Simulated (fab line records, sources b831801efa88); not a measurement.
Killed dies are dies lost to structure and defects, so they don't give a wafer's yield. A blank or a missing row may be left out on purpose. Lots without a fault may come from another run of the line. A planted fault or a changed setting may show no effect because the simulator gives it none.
fab line records | flow sky130 | part 1 of 2: steps 1 to 25 of 36
record lots=5 wafers=15 last_day=49
route steps=708 shown VIA1@477 METAL2@483 VIA2@507
lots that met no fault: from a run of the same line without faults
start_h: hours from the record's first day to the start of the lot's first wafer shown | wait_h: hours since the lot's step before | " the same as in the row above | L1.1+2: a row that stands for several wafers | - no value, or no start given | * or withheld: withheld | < > ~ a bound
route shown NAME@n: a module of which the file shows steps, and the number in the route of the first | usual: mean/standard deviation of fault-free wafers | same: alike in all rows | chamber/n: place in a boat | sites: the reading at each site | _std_site: their standard deviation | _edge_site: outer sites' mean less inner sites' | radius_mm: how far each site lies from the wafer's centre | mask NAME#n: copy n | behind: the tool/chamber that last shaped the wafer | hold: why the lot was held/for how many hours/how that ended | device: the transistor (n, p or np) that didn't switch | end of line: the same wafers' tests at the end of the route | a step without rows: its recipe alone | killed: dies lost to structure and defects at the first sort, not the wafer's yield | map: a wafer's dies, x killed, . not, _ none there
set.NAME: the setting as run; set.NAME@STEP: as run at that earlier step | model.NAME: the simulator's own value behind a step, which no gauge read
lots at some steps of the route; a table a step, a row a wafer
services: from which hour (start_h, from the record's first day; less than 0 if before it) a tool's chamber was out of use, for how many hours, and why
## steps
# step SKY_VIA1_CLEAN_19
# recipe chemistry=O3/DIW dry=n2_spin
# columns lot.wafer tool chamber start_h wait_h
L077.3+4+6 wet_bench-01 0 823.94 0.0
L083.1+2+6 wet_bench-01 0 867.38 0.0
L084.1+2+3 wet_bench-02 3 876.03 0.0
L086.1+2+5 wet_bench-01 0 900.05 0.0
L088.2+5+6 wet_bench-03 3 914.31 0.0
# step SKY_VIA1_SPUTTER_20
# recipe material=TiN target_thk_nm=20 chamber_pressure_pa=5 power_w=4000 time_s=80
# usual chamber_pressure_pa=5.001/0.011 throttle_valve_pct=30.0/0.57
# same time_s=80
# columns lot.wafer tool chamber start_h wait_h chamber_pressure_pa throttle_valve_pct
L077.3 pvd_sputter-02 - 824.03 0.0 4.997 30.5
L077.4 " - " " 5.003 29.5
L077.6 " - " " 4.994 30.4
L083.1 pvd_sputter-03 - 867.47 0.0 5.013 30.3
L083.2 " - " " 4.999 29.8
L083.6 " - " " 5.000 30.1
L084.1 pvd_sputter-04 - 876.12 0.0 5.013 29.7
L084.2 " - " " 4.987 30.9
L084.3 " - " " 4.999 28.6
L086.1 pvd_sputter-02 - 900.16 0.0 4.995 29.9
L086.2 " - " " 5.007 29.9
L086.5 " - " " 4.985 30.5
L088.2 pvd_sputter-02 - 914.40 0.0 5.004 29.8
L088.5 " - " " 5.020 30.1
L088.6 " - " " 5.003 30.7
# step SKY_VIA1_CVD_21
# recipe material=W target_thk_nm=270 time_s=80.902 temp_c=400 pressure_torr=40
# usual heater_power_w=890/51
# same time_s=80.902
# columns lot.wafer tool chamber start_h wait_h heater_power_w
L077.3 cvd_w-02 1 824.13 0.1 930
L077.4 " 0 " " 910
L077.6 " 0 " " 907
L083.1 cvd_w-01 0 867.53 0.0 899
L083.2 " 1 " " 877
L083.6 " 1 " " 837
L084.1 cvd_w-02 0 876.18 0.0 909
L084.2 " 1 " " 923
L084.3 " 0 " " 922
L086.1 cvd_w-02 0 900.28 0.1 911
L086.2 " 1 " " 943
L086.5 " 0 " " 921
L088.2 cvd_w-02 0 914.46 0.0 940
L088.5 " 1 " " 954
L088.6 " 0 " " 911
# step SKY_VIA1_RS_MEAS_22
# recipe thk_meas_gauge=four-point-probe reads=W_of_VIA1_CVD_21+TiN_of_VIA1_SPUTTER_20
# usual VIA1_W_RS=0.430/0.0049
# columns lot.wafer tool chamber start_h wait_h VIA1_W_RS[ohm/sq]
L077.3 film_metro-04 - 824.23 0.1 0.425
L077.4 " - " " 0.424
L077.6 " - " " 0.425
L083.1 film_metro-01 - 867.62 0.1 0.436
L083.2 " - " " 0.427
L083.6 " - " " 0.434
L084.1 film_metro-02 - 876.27 0.1 0.435
L084.2 " - " " 0.430
L084.3 " - " " 0.432
L086.1 film_metro-02 - 900.38 0.1 0.423
L086.2 " - " " 0.421
L086.5 " - " " 0.421
L088.2 film_metro-04 - 914.58 0.1 0.435
L088.5 " - " " 0.423
L088.6 " - " " 0.433
# step SKY_VIA1_THK_MEAS_23
# recipe thk_meas_gauge=xrf reads=W_of_VIA1_CVD_21
# usual VIA1_W_THK=267/3.8
# columns lot.wafer tool chamber start_h wait_h VIA1_W_THK[nm]
L077.3 film_metro-04 - 824.33 0.1 271
L077.4 " - " " 271
L077.6 " - " " 271
L083.1 film_metro-01 - 867.74 0.1 265
L083.2 " - " " 270
L083.6 " - " " 267
L084.1 film_metro-02 - 876.39 0.1 263
L084.2 " - " " 264
L084.3 " - " " 264
L086.1 film_metro-02 - 900.50 0.1 268
L086.2 " - " " 271
L086.5 " - " " 271
L088.2 film_metro-04 - 914.69 0.1 267
L088.5 " - " " 274
L088.6 " - " " 269
# step SKY_VIA1_CMP_24
# recipe stop_on=SiO2 t_overpolish_s=15 down_force_psi=3.5 platen_rpm=60 target_thk_nm=0 pad_velocity_m_s=0.94248
# usual motor_current_A=10.5/1.2 overpolish_run_s=15.000/0.0089 retaining_ring_pressure_frac=0.999/0.0046 slurry_flow_ml_min=149.9/0.44 time_to_endpoint_s=64.6/3
# columns lot.wafer tool chamber start_h wait_h motor_current_A overpolish_run_s retaining_ring_pressure_frac slurry_flow_ml_min time_to_endpoint_s
L077.3 cmp-01 1 824.37 0.0 8.7 14.990 1.002 149.7 64.1
L077.4 " 0 " " 11.4 15.011 1.002 150.1 63.0
L077.6 " 1 " " 9.6 15.016 0.998 149.6 63.6
L083.1 cmp-02 1 867.80 0.1 10.0 14.996 1.001 150.3 67.2
L083.2 " 0 " " 8.7 14.978 1.000 149.7 62.4
L083.6 " 2 " " 12.6 15.005 1.000 149.8 64.3
L084.1 cmp-02 2 876.45 0.1 12.5 14.996 1.000 150.0 64.7
L084.3 " 0 " " 9.6 14.997 1.004 149.5 64.3
L084.2 " 1 " " 10.6 14.996 1.000 149.7 64.9
L086.1 cmp-01 0 900.56 0.1 11.8 15.001 0.999 149.9 66.1
L086.2 " 3 " " 10.4 14.992 0.996 149.7 64.9
L086.5 " 1 " " 8.7 15.011 1.000 149.7 68.1
L088.2 cmp-02 0 914.89 0.2 8.8 15.007 0.997 149.3 68.7
L088.6 " 3 " " 12.3 14.999 0.998 150.3 68.6
L088.5 " 0 " " 8.9 15.007 0.995 149.3 68.3
# step SKY_METAL2_SPUTTER_00
# recipe material=Ti target_thk_nm=15 power_w=3000 time_s=10 chamber_pressure_pa=0.4
# usual chamber_pressure_pa=0.4000/0.00072 throttle_valve_pct=30.2/0.93
# same time_s=10
# columns lot.wafer tool chamber start_h wait_h chamber_pressure_pa throttle_valve_pct
L077.3 pvd_sputter-01 - 824.69 0.3 0.3995 31.6
L077.4 " - " " 0.4011 29.2
L077.6 " - " " 0.3989 31.6
L083.1 pvd_sputter-02 - 868.10 0.2 0.4009 30.5
L083.2 " - " " 0.3989 30.6
L083.6 " - " " 0.4009 30.8
L084.1 pvd_sputter-02 - 876.75 0.2 0.3995 29.7
L084.2 " - " " 0.3994 30.6
L084.3 " - " " 0.3997 30.4
L086.1 pvd_sputter-01 - 900.86 0.2 0.4004 29.2
L086.2 " - " " 0.3997 31.5
L086.5 " - " " 0.3996 29.4
L088.2 pvd_sputter-01 - 915.14 0.2 0.3999 31.7
L088.5 " - " " 0.4013 29.2
L088.6 " - " " 0.3996 31.7
# step SKY_METAL2_SPUTTER_01
# recipe material=TiN target_thk_nm=20 power_w=6500 time_s=16.7 chamber_pressure_pa=0.4
# usual chamber_pressure_pa=0.4000/0.0008 throttle_valve_pct=30.2/0.94
# same time_s=16.7
# columns lot.wafer tool chamber start_h wait_h chamber_pressure_pa throttle_valve_pct
L077.3 pvd_sputter-01 - 824.71 0.0 0.3990 31.7
L077.4 " - " " 0.4007 29.4
L077.6 " - " " 0.3987 31.6
L083.1 pvd_sputter-02 - 868.13 0.0 0.4002 30.5
L083.2 " - " " 0.3994 30.2
L083.6 " - " " 0.4003 30.8
L084.1 pvd_sputter-02 - 876.78 0.0 0.3992 30.0
L084.2 " - " " 0.4015 30.6
L084.3 " - " " 0.4002 30.3
L086.1 pvd_sputter-01 - 900.88 0.0 0.4006 29.0
L086.2 " - " " 0.4005 32.0
L086.5 " - " " 0.4007 29.1
L088.2 pvd_sputter-01 - 915.16 0.0 0.4001 31.7
L088.5 " - " " 0.4012 29.1
L088.6 " - " " 0.3996 31.9
# step SKY_METAL2_SPUTTER_02
# recipe material=AlCu target_thk_nm=250 power_w=10600 time_s=13.3 chamber_pressure_pa=0.4
# usual chamber_pressure_pa=0.4000/0.00085 throttle_valve_pct=30.2/0.92
# same time_s=13.3
# columns lot.wafer tool chamber start_h wait_h chamber_pressure_pa throttle_valve_pct
L077.3 pvd_sputter-01 - 824.74 0.0 0.4008 31.7
L077.4 " - " " 0.4008 29.4
L077.6 " - " " 0.3994 31.4
L083.1 pvd_sputter-02 - 868.15 0.0 0.3999 30.8
L083.2 " - " " 0.3995 30.4
L083.6 " - " " 0.3993 30.5
L084.1 pvd_sputter-02 - 876.80 0.0 0.3980 30.1
L084.2 " - " " 0.4010 30.5
L084.3 " - " " 0.3994 30.1
L086.1 pvd_sputter-01 - 900.90 0.0 0.4004 29.4
L086.2 " - " " 0.4010 31.6
L086.5 " - " " 0.4002 29.1
L088.2 pvd_sputter-01 - 915.18 0.0 0.4000 31.8
L088.5 " - " " 0.3996 29.0
L088.6 " - " " 0.4011 31.6
# step SKY_METAL2_SPUTTER_03
# recipe material=Ti target_thk_nm=5 power_w=3000 time_s=3.3 chamber_pressure_pa=0.4
# usual chamber_pressure_pa=0.4000/0.00077 throttle_valve_pct=30.2/0.95
# same time_s=3.3
# columns lot.wafer tool chamber start_h wait_h chamber_pressure_pa throttle_valve_pct
L077.3 pvd_sputter-01 - 824.76 0.0 0.4000 31.6
L077.4 " - " " 0.3985 29.3
L077.6 " - " " 0.3998 31.8
L083.1 pvd_sputter-02 - 868.18 0.0 0.3999 30.5
L083.2 " - " " 0.3998 30.6
L083.6 " - " " 0.4003 30.4
L084.1 pvd_sputter-02 - 876.83 0.0 0.4014 29.7
L084.2 " - " " 0.4006 30.6
L084.3 " - " " 0.3998 30.5
L086.1 pvd_sputter-01 - 900.93 0.0 0.3987 29.0
L086.2 " - " " 0.4002 31.8
L086.5 " - " " 0.4000 29.2
L088.2 pvd_sputter-01 - 915.21 0.0 0.4006 31.8
L088.5 " - " " 0.4012 28.9
L088.6 " - " " 0.4009 31.5
# step SKY_METAL2_SPUTTER_04
# recipe material=TiN target_thk_nm=70 power_w=6500 time_s=58.3 chamber_pressure_pa=0.4
# usual chamber_pressure_pa=0.4000/0.00084 throttle_valve_pct=30.2/0.93
# same time_s=58.3
# columns lot.wafer tool chamber start_h wait_h chamber_pressure_pa throttle_valve_pct
L077.3 pvd_sputter-01 - 824.78 0.0 0.3985 31.6
L077.4 " - " " 0.4002 29.2
L077.6 " - " " 0.3988 31.7
L083.1 pvd_sputter-02 - 868.19 0.0 0.3992 30.5
L083.2 " - " " 0.4008 30.2
L083.6 " - " " 0.3988 30.7
L084.1 pvd_sputter-02 - 876.84 0.0 0.4000 29.8
L084.2 " - " " 0.4003 30.7
L084.3 " - " " 0.3992 30.7
L086.1 pvd_sputter-01 - 900.95 0.0 0.3993 28.9
L086.2 " - " " 0.3989 31.6
L086.5 " - " " 0.4000 29.4
L088.2 pvd_sputter-01 - 915.23 0.0 0.4000 31.6
L088.5 " - " " 0.4008 29.2
L088.6 " - " " 0.4004 31.8
# step SKY_METAL2_RS_MEAS_05
# recipe thk_meas_gauge=four-point-probe reads=TiN_of_METAL2_SPUTTER_04+Ti_of_METAL2_SPUTTER_03+AlCu_of_METAL2_SPUTTER_02+TiN_of_METAL2_SPUTTER_01+Ti_of_METAL2_SPUTTER_00
# usual METAL2_ALCU_RS=0.1273/0.0013
# columns lot.wafer tool chamber start_h wait_h METAL2_ALCU_RS[ohm/sq]
L077.3 film_metro-03 - 824.87 0.1 0.1276
L077.4 " - " " 0.1257
L077.6 " - " " 0.1277
L083.1 film_metro-03 - 868.24 0.0 0.1259
L083.2 " - " " 0.1254
L083.6 " - " " 0.1265
L084.1 film_metro-03 - 876.89 0.0 0.1290
L084.2 " - " " 0.1251
L084.3 " - " " 0.1264
L086.1 film_metro-03 - 901.00 0.0 0.1278
L086.2 " - " " 0.1271
L086.5 " - " " 0.1265
L088.2 film_metro-02 - 915.30 0.0 0.1274
L088.5 " - " " 0.1279
L088.6 " - " " 0.1274
# step SKY_METAL2_THK_MEAS_06
# recipe thk_meas_gauge=xrf reads=AlCu_of_METAL2_SPUTTER_02
# usual METAL2_ALCU_THK=249.9/2.6
# columns lot.wafer tool chamber start_h wait_h METAL2_ALCU_THK[nm]
L077.3 film_metro-03 - 824.97 0.1 249.7
L077.4 " - " " 255.0
L077.6 " - " " 249.7
L083.1 film_metro-03 - 868.36 0.1 253.3
L083.2 " - " " 253.8
L083.6 " - " " 252.1
L084.1 film_metro-03 - 877.01 0.1 245.4
L084.2 " - " " 254.9
L084.3 " - " " 252.0
L086.1 film_metro-03 - 901.12 0.1 246.8
L086.2 " - " " 248.7
L086.5 " - " " 251.6
L088.2 film_metro-02 - 915.41 0.1 249.4
L088.5 " - " " 247.7
L088.6 " - " " 248.7
# step SKY_METAL2_DEHYDRATE_07
# recipe temp_c=200 time_s=60
# usual plate_temp_C=199.97/0.17
# same time_s=60
# columns lot.wafer tool chamber start_h wait_h plate_temp_C
L077.3 litho_track-04 0 837.33 12.4 199.96
L077.4 " 0 " " 200.19
L077.6 " 0 " " 199.88
L083.1 litho_track-02 0 880.93 12.6 200.17
L083.2 " 0 " " 199.99
L083.6 " 0 " " 200.03
L084.1 litho_track-02 0 889.28 12.3 200.06
L084.2 " 0 " " 199.92
L084.3 " 0 " " 199.90
L086.1 litho_track-04 0 912.38 11.3 200.11
L086.2 " 0 " " 200.03
L086.5 " 0 " " 199.98
L088.2 litho_track-03 0 927.19 11.8 200.01
L088.5 " 0 " " 200.33
L088.6 " 0 " " 200.18
# step SKY_METAL2_HMDS_08
# recipe prime_time_s=60 prime_temp_c=120
# columns lot.wafer tool chamber start_h wait_h
L077.3+4+6 litho_track-04 0 837.48 0.1
L083.1+2+6 litho_track-02 0 881.08 0.1
L084.1+2+3 litho_track-02 0 889.43 0.1
L086.1+2+5 litho_track-04 0 912.53 0.1
L088.2+5+6 litho_track-03 0 927.34 0.1
# step SKY_METAL2_COAT_09
# recipe resist=BARC temp_c=withheld time_s=withheld spin_rpm=3000 resist_thk_nm=60
# columns lot.wafer tool chamber start_h wait_h
L077.3+4+6 litho_track-04 0 837.63 0.1
L083.1+2+6 litho_track-02 0 881.23 0.1
L084.1+2+3 litho_track-02 0 889.58 0.1
L086.1+2+5 litho_track-04 0 912.68 0.1
L088.2+5+6 litho_track-03 0 927.49 0.1
# step SKY_METAL2_COAT_10
# recipe resist=KrF-thick spin_rpm=3000 resist_thk_nm=450
# columns lot.wafer tool chamber start_h wait_h
L077.3+4+6 litho_track-04 0 - -
L083.1+2+6 litho_track-02 0 - -
L084.1+2+3 litho_track-02 0 - -
L086.1+2+5 litho_track-04 0 - -
L088.2+5+6 litho_track-03 0 - -
# step SKY_METAL2_SOFTBAKE_11
# recipe temp_c=100 time_s=90 resist=KrF-thick
# usual plate_temp_C=100.02/0.12
# same time_s=90
# columns lot.wafer tool chamber start_h wait_h plate_temp_C
L077.3 litho_track-04 0 - - 99.87
L077.4 " 0 " " 100.12
L077.6 " 0 " " 100.07
L083.1 litho_track-02 0 - - 100.12
L083.2 " 0 " " 99.99
L083.6 " 0 " " 99.84
L084.1 litho_track-02 0 - - 100.13
L084.2 " 0 " " 99.87
L084.3 " 0 " " 100.03
L086.1 litho_track-04 0 - - 100.01
L086.2 " 0 " " 100.19
L086.5 " 0 " " 100.11
L088.2 litho_track-03 0 - - 100.19
L088.5 " 0 " " 100.14
L088.6 " 0 " " 100.02
# step SKY_METAL2_EXPOSE_12
# recipe mask_id=MM2 na=0.8 source_shape=annular sigma_inner=0.55 sigma_outer=0.85 target_cd_nm=140 dose_mj=28
# columns lot.wafer tool chamber start_h wait_h mask
L077.3+4+6 krf_scanner-02 0 - - MM2#0
L083.1+2+6 krf_scanner-02 0 - - MM2#0
L084.1+2+3 krf_scanner-01 0 - - MM2#0
L086.1+2+5 krf_scanner-02 0 - - MM2#0
L088.2+5+6 krf_scanner-02 0 - - MM2#0
# step SKY_METAL2_PEB_13
# recipe peb_temp_c=withheld peb_time_s=withheld resist=KrF-thick
# columns lot.wafer tool chamber start_h wait_h
L077.3+4+6 litho_track-02 0 - -
L083.1+2+6 litho_track-03 0 - -
L084.1+2+3 litho_track-02 0 - -
L086.1+2+5 litho_track-04 0 - -
L088.2+5+6 litho_track-02 0 - -
# step SKY_METAL2_DEVELOP_14
# recipe develop_time_s=60 resist=KrF-thick dev_temp_c=21
# columns lot.wafer tool chamber start_h wait_h
L077.3+4+6 litho_track-02 0 - -
L083.1+2+6 litho_track-03 0 - -
L084.1+2+3 litho_track-02 0 - -
L086.1+2+5 litho_track-04 0 - -
L088.2+5+6 litho_track-02 0 - -
# step SKY_METAL2_CD_MEAS_15
# recipe target_cd_nm=140
# usual cd_nm=139.3/1.5
# columns lot.wafer tool chamber start_h wait_h cd_nm
L077.3 cd_sem-02 - 851.57 - 139.6
L077.4 " - " " 138.6
L077.6 " - " " 137.3
L083.1 cd_sem-01 - 894.47 - 139.2
L083.2 " - " " 140.0
L083.6 " - " " 139.5
L084.1 cd_sem-01 - 903.07 - 139.8
L084.2 " - " " 139.1
L084.3 " - " " 137.9
L086.1 cd_sem-01 - 925.08 - 139.8
L086.2 " - " " 141.6
L086.5 " - " " 142.2
L088.2 cd_sem-01 - 940.05 - 140.7
L088.5 " - " " 141.7
L088.6 " - " " 141.2
# step SKY_METAL2_OVL_MEAS_16
# usual METAL2_OVL=0/4.8
# columns lot.wafer tool chamber start_h wait_h METAL2_OVL[nm]
L077.3 overlay-02 - 851.66 0.1 5
L077.4 " - " " 0
L077.6 " - " " -2
L083.1 overlay-01 - 894.59 0.1 -2
L083.2 " - " " -1
L083.6 " - " " 2
L084.1 overlay-02 - 903.19 0.1 -6
L084.2 " - " " -4
L084.3 " - " " -11
L086.1 overlay-02 - 925.20 0.1 0
L086.2 " - " " -1
L086.5 " - " " 3
L088.2 overlay-02 - 940.15 0.1 -5
L088.5 " - " " 0
L088.6 " - " " 0
# step SKY_METAL2_DESCUM_17
# recipe chemistry=O2 source_power_w=150 bias_power_w=0 pressure_mtorr=10 temp_c=40 time_s=8
# usual drypump_motor_current_A=5.8/0.41 oes_product_au=1.003/0.009
# same bias_power_w=0 time_s=8
# columns lot.wafer tool chamber start_h wait_h drypump_motor_current_A oes_product_au rf_hours_counter_h
L077.3 rie_metal-03 0 851.69 0.0 6.3 0.995 -
L077.4 " 1 " " 5.4 1.010 -
L077.6 " 0 " " 6.3 0.992 -
L083.1 rie_metal-03 0 894.62 0.0 6.3 1.002 13
L083.2 " 0 " " 6.3 0.992 -
L083.6 " 0 " " 6.3 0.987 -
L084.1 rie_metal-04 1 903.23 0.0 6.1 0.997 17
L084.2 " 0 " " 5.3 1.003 12
L084.3 " 0 " " 5.3 0.997 -
L086.1 rie_metal-01 0 925.24 0.0 6.2 1.016 9
L086.2 " 1 " " 5.4 1.006 6
L086.5 " 0 " " 6.2 1.017 -
L088.2 rie_metal-03 1 940.18 0.0 5.4 1.002 1
L088.5 " 0 " " 6.3 0.998 -
L088.6 " 1 " " 5.4 1.003 -
# step SKY_METAL2_ETCH_18
# recipe chemistry=N2/H2 target=BARC ion_energy_ev=200 bias_w=100 pressure_mtorr=30 n2_flow_sccm=100 h2_flow_sccm=200 icp_w=500 stop_on=SiO2 time_s=45.9 target_depth_a=600
# usual drypump_motor_current_A=5.9/0.41 oes_product_au=0.854/0.0049 throttle_valve_pct=13.225/0.0091
# same time_s=45.9
# columns lot.wafer tool chamber start_h wait_h drypump_motor_current_A oes_product_au rf_hours_counter_h throttle_valve_pct
L077.3 rie_metal-03 0 851.74 0.0 6.3 0.858 - 13.221
L077.4 " 1 " " 5.5 0.856 - 13.225
L077.6 " 0 " " 6.3 0.847 - 13.210
L083.1 rie_metal-03 0 894.69 0.1 6.3 0.854 13 13.219
L083.2 " 0 " " 6.3 0.865 - 13.230
L083.6 " 0 " " 6.3 0.854 - 13.213
L084.1 rie_metal-04 1 903.26 0.0 6.1 0.850 17 13.236
L084.2 " 0 " " 5.3 0.850 12 13.222
L084.3 " 0 " " 5.3 0.850 - 13.236
L086.1 rie_metal-01 0 925.27 0.0 6.3 0.857 9 13.217
L086.2 " 1 " " 5.4 0.851 6 13.223
L086.5 " 0 " " 6.2 0.847 - 13.206
L088.2 rie_metal-03 1 940.22 0.0 5.5 0.845 1 13.231
L088.5 " 0 " " 6.3 0.851 - 13.233
L088.6 " 1 " " 5.5 0.848 - 13.223
